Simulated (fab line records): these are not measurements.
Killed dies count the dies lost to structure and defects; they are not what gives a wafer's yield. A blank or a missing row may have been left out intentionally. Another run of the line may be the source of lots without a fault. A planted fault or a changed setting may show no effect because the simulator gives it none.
fab line records + flow gf180mcu
record
- lots=5
- wafers=15
- last_day=33
route steps=602 shown CONTACT@304 M1@315
lots with no fault: from the same line, run without faults
start_h: hours from the record's opening day to when the first of the lot's shown wafers began + wait_h: hours since the lot's step before + " same as the row above + L1.1+2: a row that stands for several wafers + - value missing, or start not given + * or withheld: withheld + < > ~ a bound
route shown NAME@n: NAME is a module with steps in the file, n the number in the route of the first one + usual: average and standard deviation across the fault-free wafers + same: alike in all rows + chamber/n: place in a boat + sites: the reading at each site + _std_site: the standard deviation of these + _edge_site: mean of outer sites minus mean of inner sites + radius_mm: how far each site lies from the wafer's centre + mask NAME#n: copy n + behind: the most recent tool/chamber to have shaped the wafer + hold: why the lot was held/for how many hours/how that ended + device: which transistor (n, p or np) failed to switch + end of line: tests run on the same wafers once the route is complete + where a step has no rows: the recipe by itself + killed: count of dies lost to structure and defects at first sort (not the wafer's yield) + map: a wafer's dies, x killed, . not, _ none there
set.NAME: the setting as run; set.NAME@STEP: as run at that earlier step + model.NAME: the simulator's own value behind a step, which no gauge read
certain route steps with their lots: each step a table, each wafer a row
services: from which hour (start_h, from the record's first day; less than 0 if before it) a tool's chamber was out of use, for how many hours, and why
## steps
# step GF_CONTACT_ETCH_17
# recipe
- chemistry=C4F8/O2/Ar
- mask_material=KrF
- target=SiO2
- stop_on=CoSi2
- source_w=1500
- bias_w=1200
- pressure_mtorr=40
- c4f8_flow_sccm=withheld
- O2_flow_sccm=6
- Ar_flow_sccm=300
- time_s=withheld
- target_depth_a=8600
# step GF_CONTACT_STRIP_18
# recipe
- chemistry=O2/N2
- power_w=1400
- pressure_mtorr=1500
- platen_temp_c=250
- o2_flow_sccm=3000
- n2_flow_sccm=300
- overash_fraction=0.5
# step GF_CONTACT_CLEAN_19
# recipe
- chemistry=SPM
# step GF_CONTACT_CLEAN_20
# recipe
- chemistry=DIW
# step GF_CONTACT_CLEAN_21
# recipe
- chemistry=dHF
- time_s=20
- dilution=100:1
- dry=ipa_marangoni
# step GF_CONTACT_SPUTTER_22
# recipe
- material=Ti
- target_thk_nm=15
- chamber_pressure_pa=5
- power_w=2500
- substrate_temp_c=200
- time_s=80.02
# usual
- chamber_pressure_pa=5.000/0.011
- throttle_valve_pct=30.0/0.72
| lot.wafer | tool           | chamber | start_h | wait_h | chamber_pressure_pa | throttle_valve_pct |
|-----------|----------------|---------|---------|--------|---------------------|--------------------|
| L670.2    | pvd_sputter-03 | -       | 377.40  | 0.0    | 4.993               | 29.9               |
| L670.5    | "              | -       | "       | "      | 4.994               | 29.8               |
| L670.6    | "              | -       | "       | "      | 4.987               | 29.6               |
| L674.2    | pvd_sputter-02 | -       | 417.93  | 0.0    | 5.006               | 30.1               |
| L674.5    | "              | -       | "       | "      | 4.984               | 30.5               |
| L674.6    | "              | -       | "       | "      | 5.005               | 30.4               |
| L678.2    | pvd_sputter-03 | -       | 453.29  | 0.0    | 4.991               | 29.2               |
| L678.5    | "              | -       | "       | "      | 4.986               | 29.6               |
| L678.6    | "              | -       | "       | "      | 5.015               | 29.9               |
| L686.1    | pvd_sputter-02 | -       | 524.02  | 0.0    | 5.004               | 30.2               |
| L686.3    | "              | -       | "       | "      | 4.998               | 30.2               |
| L686.4    | "              | -       | "       | "      | 4.994               | 28.3               |
| L687.1    | pvd_sputter-03 | -       | 527.25  | 0.0    | 5.009               | 30.1               |
| L687.4    | "              | -       | "       | "      | 4.985               | 29.6               |
| L687.5    | "              | -       | "       | "      | 5.012               | 29.6               |
# step GF_CONTACT_SPUTTER_23
# recipe
- material=TiN
- target_thk_nm=10
- chamber_pressure_pa=5
- power_w=4000
- time_s=40
# usual
- chamber_pressure_pa=4.998/0.0096
- throttle_valve_pct=30.0/0.7
| lot.wafer | tool           | chamber | start_h | wait_h | chamber_pressure_pa | throttle_valve_pct |
|-----------|----------------|---------|---------|--------|---------------------|--------------------|
| L670.2    | pvd_sputter-03 | -       | 377.46  | 0.0    | 4.998               | 29.8               |
| L670.5    | "              | -       | "       | "      | 5.014               | 30.3               |
| L670.6    | "              | -       | "       | "      | 5.002               | 29.4               |
| L674.2    | pvd_sputter-02 | -       | 417.99  | 0.0    | 5.001               | 30.4               |
| L674.5    | "              | -       | "       | "      | 5.004               | 30.7               |
| L674.6    | "              | -       | "       | "      | 5.014               | 30.2               |
| L678.2    | pvd_sputter-03 | -       | 453.36  | 0.0    | 5.014               | 29.3               |
| L678.5    | "              | -       | "       | "      | 5.000               | 29.4               |
| L678.6    | "              | -       | "       | "      | 4.996               | 29.7               |
| L686.1    | pvd_sputter-02 | -       | 524.08  | 0.0    | 4.980               | 30.3               |
| L686.3    | "              | -       | "       | "      | 5.003               | 30.0               |
| L686.4    | "              | -       | "       | "      | 5.001               | 28.4               |
| L687.1    | pvd_sputter-03 | -       | 527.31  | 0.0    | 4.993               | 29.8               |
| L687.4    | "              | -       | "       | "      | 5.004               | 29.5               |
| L687.5    | "              | -       | "       | "      | 4.988               | 30.1               |
# step GF_CONTACT_CVD_24
# recipe
- material=W
- target_thk_nm=300
- time_s=90.339
- temp_c=400
- pressure_torr=40
# usual
- heater_power_w=835/44
| lot.wafer | tool     | chamber | start_h | wait_h | heater_power_w |
|-----------|----------|---------|---------|--------|----------------|
| L670.2    | cvd_w-01 | 0       | 377.50  | 0.0    | 858            |
| L670.5    | "        | 1       | "       | "      | 853            |
| L670.6    | "        | 0       | "       | "      | 854            |
| L674.2    | cvd_w-01 | 0       | 418.03  | 0.0    | 853            |
| L674.5    | "        | 1       | "       | "      | 822            |
| L674.6    | "        | 0       | "       | "      | 891            |
| L678.2    | cvd_w-01 | 0       | 453.39  | 0.0    | 878            |
| L678.5    | "        | 1       | "       | "      | 853            |
| L678.6    | "        | 0       | "       | "      | 887            |
| L686.1    | cvd_w-02 | 0       | 524.12  | 0.0    | 768            |
| L686.3    | "        | 1       | "       | "      | 796            |
| L686.4    | "        | 0       | "       | "      | 770            |
| L687.1    | cvd_w-01 | 0       | 527.35  | 0.0    | 906            |
| L687.4    | "        | 1       | "       | "      | 838            |
| L687.5    | "        | 0       | "       | "      | 903            |
# step GF_CONTACT_RS_MEAS_25
# recipe
- thk_meas_gauge=four-point-probe
- reads=W_of_CONTACT_CVD_24+TiN_of_CONTACT_SPUTTER_23+Ti_of_CONTACT_SPUTTER_22
# usual
- CONTACT_W_RS=0.382/0.0037
| lot.wafer | tool          | chamber | start_h | wait_h | CONTACT_W_RS[ohm/sq] |
|-----------|---------------|---------|---------|--------|----------------------|
| L670.2    | film_metro-03 | -       | 377.62  | 0.1    | 0.388                |
| L670.5    | "             | -       | "       | "      | 0.385                |
| L670.6    | "             | -       | "       | "      | 0.389                |
| L674.2    | film_metro-02 | -       | 418.15  | 0.1    | 0.385                |
| L674.5    | "             | -       | "       | "      | 0.381                |
| L674.6    | "             | -       | "       | "      | 0.384                |
| L678.2    | film_metro-02 | -       | 453.52  | 0.1    | 0.382                |
| L678.5    | "             | -       | "       | "      | 0.380                |
| L678.6    | "             | -       | "       | "      | 0.378                |
| L686.1    | film_metro-04 | -       | 524.22  | 0.1    | 0.377                |
| L686.3    | "             | -       | "       | "      | 0.381                |
| L686.4    | "             | -       | "       | "      | 0.378                |
| L687.1    | film_metro-02 | -       | 527.45  | 0.1    | 0.379                |
| L687.4    | "             | -       | "       | "      | 0.376                |
| L687.5    | "             | -       | "       | "      | 0.376                |
# step GF_CONTACT_THK_MEAS_26
# recipe
- thk_meas_gauge=xrf
- reads=W_of_CONTACT_CVD_24
# usual
- CONTACT_W_THK=299/3.4
| lot.wafer | tool          | chamber | start_h | wait_h | CONTACT_W_THK[nm] |
|-----------|---------------|---------|---------|--------|-------------------|
| L670.2    | film_metro-03 | -       | 377.73  | 0.1    | 294               |
| L670.5    | "             | -       | "       | "      | 297               |
| L670.6    | "             | -       | "       | "      | 294               |
| L674.2    | film_metro-02 | -       | 418.26  | 0.1    | 298               |
| L674.5    | "             | -       | "       | "      | 302               |
| L674.6    | "             | -       | "       | "      | 297               |
| L678.2    | film_metro-02 | -       | 453.63  | 0.1    | 298               |
| L678.5    | "             | -       | "       | "      | 304               |
| L678.6    | "             | -       | "       | "      | 304               |
| L686.1    | film_metro-04 | -       | 524.34  | 0.1    | 301               |
| L686.3    | "             | -       | "       | "      | 299               |
| L686.4    | "             | -       | "       | "      | 302               |
| L687.1    | film_metro-02 | -       | 527.57  | 0.1    | 303               |
| L687.4    | "             | -       | "       | "      | 306               |
| L687.5    | "             | -       | "       | "      | 308               |
# step GF_CONTACT_CMP_27
# recipe
- stop_on=SiO2
- down_force_psi=3.5
- platen_rpm=60
- t_overpolish_s=15
- target_thk_nm=0
- pad_velocity_m_s=0.94248
# usual
- motor_current_A=11.1/1
- overpolish_run_s=15.001/0.0087
- slurry_filter_dp_kPa=13.51/0.14
- time_to_endpoint_s=73/3.3
# same
- t_overpolish_s=15
| lot.wafer | tool   | chamber | start_h | wait_h | motor_current_A | overpolish_run_s | slurry_filter_dp_kPa | time_to_endpoint_s |
|-----------|--------|---------|---------|--------|-----------------|------------------|----------------------|--------------------|
| L670.2    | cmp-01 | 3       | 377.93  | 0.2    | 9.4             | 15.002           | 13.55                | 75                 |
| L670.5    | "      | 0       | "       | "      | 10.2            | 14.995           | 13.38                | 73                 |
| L670.6    | "      | 1       | "       | "      | 10.5            | 14.996           | 13.52                | 72                 |
| L674.2    | cmp-02 | 0       | 418.36  | 0.1    | 9.6             | 15.009           | 13.43                | 68                 |
| L674.6    | "      | 3       | "       | "      | 11.4            | 15.004           | 13.43                | 72                 |
| L674.5    | "      | 0       | "       | "      | 10.0            | 15.007           | 13.16                | 69                 |
| L678.2    | cmp-01 | 1       | 453.83  | 0.2    | 11.5            | 15.002           | 13.40                | 76                 |
| L678.5    | "      | 2       | "       | "      | 12.0            | 14.996           | 13.43                | 75                 |
| L678.6    | "      | 3       | "       | "      | 9.7             | 14.993           | 13.64                | 73                 |
| L686.4    | cmp-01 | 0       | 524.40  | 0.0    | 10.6            | 15.001           | 13.56                | 76                 |
| L686.1    | "      | 2       | "       | "      | 12.1            | 14.994           | 13.50                | 75                 |
| L686.3    | "      | 3       | "       | "      | 9.9             | 15.006           | 13.63                | 75                 |
| L687.4    | cmp-01 | 2       | 527.68  | 0.1    | 12.8            | 14.990           | 13.40                | 78                 |
| L687.1    | "      | 3       | "       | "      | 10.3            | 15.002           | 13.55                | 74                 |
| L687.5    | "      | 2       | "       | "      | 11.8            | 15.005           | 13.52                | 74                 |
# step GF_M1_SPUTTER_00
# recipe
- material=Ti
- target_thk_nm=37.5
- arriving_ion_energy_ev=80
- substrate_temp_c=200
- chamber_pressure_pa=2
- power_w=4000
- time_s=150
# step GF_M1_SPUTTER_01
# recipe
- material=TiN
- target_thk_nm=30
- power_w=6500
- time_s=25
- chamber_pressure_pa=0.4
# usual
- chamber_pressure_pa=0.3999/0.00083
- throttle_valve_pct=29.8/0.77
| lot.wafer | tool           | chamber | start_h | wait_h | chamber_pressure_pa | throttle_valve_pct | model.TiN_of_M1_SPUTTER_01.thk_nm |
|-----------|----------------|---------|---------|--------|---------------------|--------------------|-----------------------------------|
| L670.2    | pvd_sputter-01 | -       | 378.18  | 0.1    | 0.3992              | 28.8               | 29.56                             |
| L670.5    | "              | -       | "       | "      | 0.3991              | 29.2               | 29.46                             |
| L670.6    | "              | -       | "       | "      | 0.3992              | 28.6               | 29.39                             |
| L674.2    | pvd_sputter-01 | -       | 418.72  | 0.1    | 0.4002              | 31.4               | 30.13                             |
| L674.5    | "              | -       | "       | "      | 0.3998              | 31.2               | 30.23                             |
| L674.6    | "              | -       | "       | "      | 0.3978              | 29.4               | 30.15                             |
| L678.2    | pvd_sputter-01 | -       | 454.08  | 0.1    | 0.3990              | 31.3               | 29.99                             |
| L678.5    | "              | -       | "       | "      | 0.4017              | 29.5               | 23.97                             |
| L678.6    | "              | -       | "       | "      | 0.3988              | 31.1               | 30.07                             |
| L686.1    | pvd_sputter-03 | -       | 524.80  | 0.1    | 0.4005              | 29.9               | 29.59                             |
| L686.3    | "              | -       | "       | "      | 0.3999              | 30.1               | 29.79                             |
| L686.4    | "              | -       | "       | "      | 0.4008              | 29.4               | 29.81                             |
| L687.1    | pvd_sputter-03 | -       | 528.03  | 0.1    | 0.3991              | 29.8               | 30.08                             |
| L687.4    | "              | -       | "       | "      | 0.3992              | 29.6               | 29.91                             |
| L687.5    | "              | -       | "       | "      | 0.4003              | 30.0               | 29.93                             |
# step GF_M1_SPUTTER_02
# recipe
- material=AlCu
- target_thk_nm=450
- power_w=10600
- time_s=23.9
- chamber_pressure_pa=0.4
# usual
- chamber_pressure_pa=0.3999/0.00088
- throttle_valve_pct=29.8/0.76
| lot.wafer | tool           | chamber | start_h | wait_h | chamber_pressure_pa | throttle_valve_pct |
|-----------|----------------|---------|---------|--------|---------------------|--------------------|
| L670.2    | pvd_sputter-01 | -       | 378.21  | 0.0    | 0.3989              | 28.8               |
| L670.5    | "              | -       | "       | "      | 0.4006              | 29.3               |
| L670.6    | "              | -       | "       | "      | 0.3986              | 28.8               |
| L674.2    | pvd_sputter-01 | -       | 418.75  | 0.0    | 0.3992              | 31.0               |
| L674.5    | "              | -       | "       | "      | 0.3999              | 31.1               |
| L674.6    | "              | -       | "       | "      | 0.4003              | 29.4               |
| L678.2    | pvd_sputter-01 | -       | 454.11  | 0.0    | 0.4010              | 31.3               |
| L678.5    | "              | -       | "       | "      | 0.4000              | 29.6               |
| L678.6    | "              | -       | "       | "      | 0.4014              | 31.3               |
| L686.1    | pvd_sputter-03 | -       | 524.83  | 0.0    | 0.3988              | 30.0               |
| L686.3    | "              | -       | "       | "      | 0.3999              | 29.7               |
| L686.4    | "              | -       | "       | "      | 0.4013              | 29.8               |
| L687.1    | pvd_sputter-03 | -       | 528.06  | 0.0    | 0.4006              | 30.3               |
| L687.4    | "              | -       | "       | "      | 0.3998              | 29.5               |
| L687.5    | "              | -       | "       | "      | 0.4002              | 29.9               |
## services
| tool           | chamber | start_h | hours | kind                           |
|----------------|---------|---------|-------|--------------------------------|
| cvd_w-02       | -       | 390.00  | 14.0  | pm                             |
| cvd_w-02       | 0       | 390.00  | 14.0  | vent_cycle                     |
| cvd_w-02       | 1       | 390.00  | 14.0  | vent_cycle                     |
| cmp-01         | -       | 404.00  | 4.0   | pm                             |
| cvd_w-02       | 0       | 404.00  | -     | clean                          |
| cvd_w-02       | 1       | 404.00  | -     | clean                          |
| cvd_w-01       | 0       | 407.60  | 6.6   | repair                         |
| cmp-01         | -       | 408.00  | -     | consumable_replace:conditioner |
| cmp-01         | -       | 408.00  | -     | consumable_replace:pad         |
| cmp-01         | -       | 415.86  | 1.8   | repair                         |
| cvd_w-01       | -       | 435.51  | 1.6   | repair                         |
| cmp-02         | -       | 449.62  | 4.7   | pm                             |
| cmp-01         | -       | 454.29  | 7.1   | pm                             |
| pvd_sputter-03 | -       | 483.64  | 0.6   | repair                         |
| cvd_w-02       | 1       | 490.43  | 4.0   | repair                         |
| pvd_sputter-01 | 0       | 490.94  | -     | consumable_replace:kit         |
| pvd_sputter-01 | 0       | 490.94  | 18.0  | scheduled_down                 |
| pvd_sputter-01 | 0       | 490.94  | 18.0  | vent_cycle                     |
| pvd_sputter-02 | -       | 503.34  | 14.5  | repair                         |
| pvd_sputter-03 | -       | 509.36  | 3.0   | repair                         |
## key
first_sign none at tools or gauges
model_effect
- step=GF_M1_SPUTTER_01
- value=TiN_of_M1_SPUTTER_01.thk_nm
- without=29.86
- struck=23.97
met_at GF_M1_SPUTTER_01
struck_wafers L678.5
onset_between 418.72 454.08
fault
- kind=process_parameter_drift
- tool=pvd_sputter-01
- chamber=-
- onset_h=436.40
- steps=GF_M1_SPUTTER_01
- channel=target_thk_nm
- offset=-5.8959
- shape=step
- end_h=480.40
- acts_in=these_recipes_only
- stated=30
- scope=struck_wafers_only
